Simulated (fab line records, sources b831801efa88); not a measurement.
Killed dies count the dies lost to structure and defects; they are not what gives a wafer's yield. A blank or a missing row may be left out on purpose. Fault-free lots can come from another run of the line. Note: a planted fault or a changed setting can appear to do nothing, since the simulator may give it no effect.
A struck lot beside a sound one + flow sfq_line + 13 steps out of a route of 325
Sound: wafers L203.2, L203.3, L203.5. The struck wafers were L220.1, L220.5, L220.6. Last of all comes the cause.
For every step that has rows: the tool of each side, followed by ch and its chambers, followed by its first start. Under that, the readings that differ: sound wafers + struck wafers + difference of the means + sigmas: that difference in standard deviations of wafers without a fault.
alike: a reading whose means differ by less than 2 such deviations, as well as words and numbers matching on both sides. not compared: withheld readings; readings where some wafer has no value; bounds like >300 that might hide an equal value; numbers whose values overlap and for which the record gives no deviation.
The two part at a step that has a row with sigmas, a row that says differs or no value, or rows on one side only. Numbers that don't overlap but have no deviation are shown without sigmas and don't part them. A reading missing from all wafers of one side parts the sides only when that side holds two or more wafers.

first, 1 step without rows for these wafers: SFQ_TRILAYER_JJ_TRILAYER_DEP_AL_OXIDATION_111 (oxidation time 600 s).
SFQ_TRILAYER_JJ_TRILAYER_DEP_SPUTTER_112: material Nb, target thk 170 nm, time 113.3 s.
  sound on pvd_sputter-06 at day 52 01:03; struck on pvd_sputter-06 at day 57 13:25
  alike: throttle_valve_pct
SFQ_JJ_RS_MEAS_929: a four-point-probe measurement.
  sound on film_metro-03 at day 52 01:09; struck on film_metro-01 at day 57 13:29
  alike: JJ_NB_RS
then, 6 steps without rows for these wafers: SFQ_TRILAYER_JJ_CE_LITHO_COAT_119 (resist thk 62 nm); SFQ_TRILAYER_JJ_CE_LITHO_COAT_114 (resist thk 600 nm); SFQ_TRILAYER_JJ_CE_LITHO_SOFTBAKE_118; SFQ_TRILAYER_JJ_CE_LITHO_EXPOSE_115 (exposes mask J5, target cd 700 nm); SFQ_TRILAYER_JJ_CE_LITHO_PEB_117 (peb time 60 s); SFQ_TRILAYER_JJ_CE_LITHO_DEVELOP_116 (time 60 s).
SFQ_JJ_OVL_MEAS_931:
  sound on overlay-01 at day 52 03:34; struck on overlay-01 at day 58 09:50
  alike: J5_OVL
SFQ_TRILAYER_JJ_CE_METRO_MEASURE_117:
  sound on cd_sem-02 at day 52 03:48; struck on cd_sem-01 at day 58 09:52
  alike: cd_nm
SFQ_TRILAYER_JJ_CE_BARC_OPEN_RIE_150: chemistry O2, target BARC, target depth 240 nm, time 80 s.
  sound on rie_metal-01 ch 0,1, day 52 04:48; struck on rie_metal-04 ch 0,1, day 58 11:04
| reading                      | sound             | struck            | difference | sigmas |
|------------------------------|-------------------|-------------------|------------|--------|
| bias_w (W)                   | 80.04 80.42 79.70 | 89.22 89.14 89.12 | +9.11      | +36    |
| he_backside_leak_sccm (sccm) | 3.83 3.86 3.69    | 3.20 3.44 3.31    | -0.48      | -2     |
  alike: drypump_motor_current_A, oes_product_au
  not compared: rf_hours_counter_h
SFQ_TRILAYER_JJ_CE_ETCH_RIE_118: chemistry SF6, target Nb, stops on Al2O3, time 97.7 s, target depth 170 nm.
  sound on rie_metal-01 ch 0,1, day 52 04:53; struck on rie_metal-04 ch 0,1, day 58 11:09
  alike: bias_w, drypump_motor_current_A, he_backside_leak_sccm, oes_product_au
  not compared: rf_hours_counter_h

== WHERE THEY PART ==
SFQ_TRILAYER_JJ_CE_BARC_OPEN_RIE_150 only, going by this record. Later steps at which nothing parts them and some readings are alike: SFQ_TRILAYER_JJ_CE_ETCH_RIE_118.

WHY: what had been put in by the simulator
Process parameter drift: rie_metal-04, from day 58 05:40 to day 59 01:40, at SFQ_TRILAYER_JJ_CE_BARC_OPEN_RIE_150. From 80, the setting bias_w moved by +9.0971. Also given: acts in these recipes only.
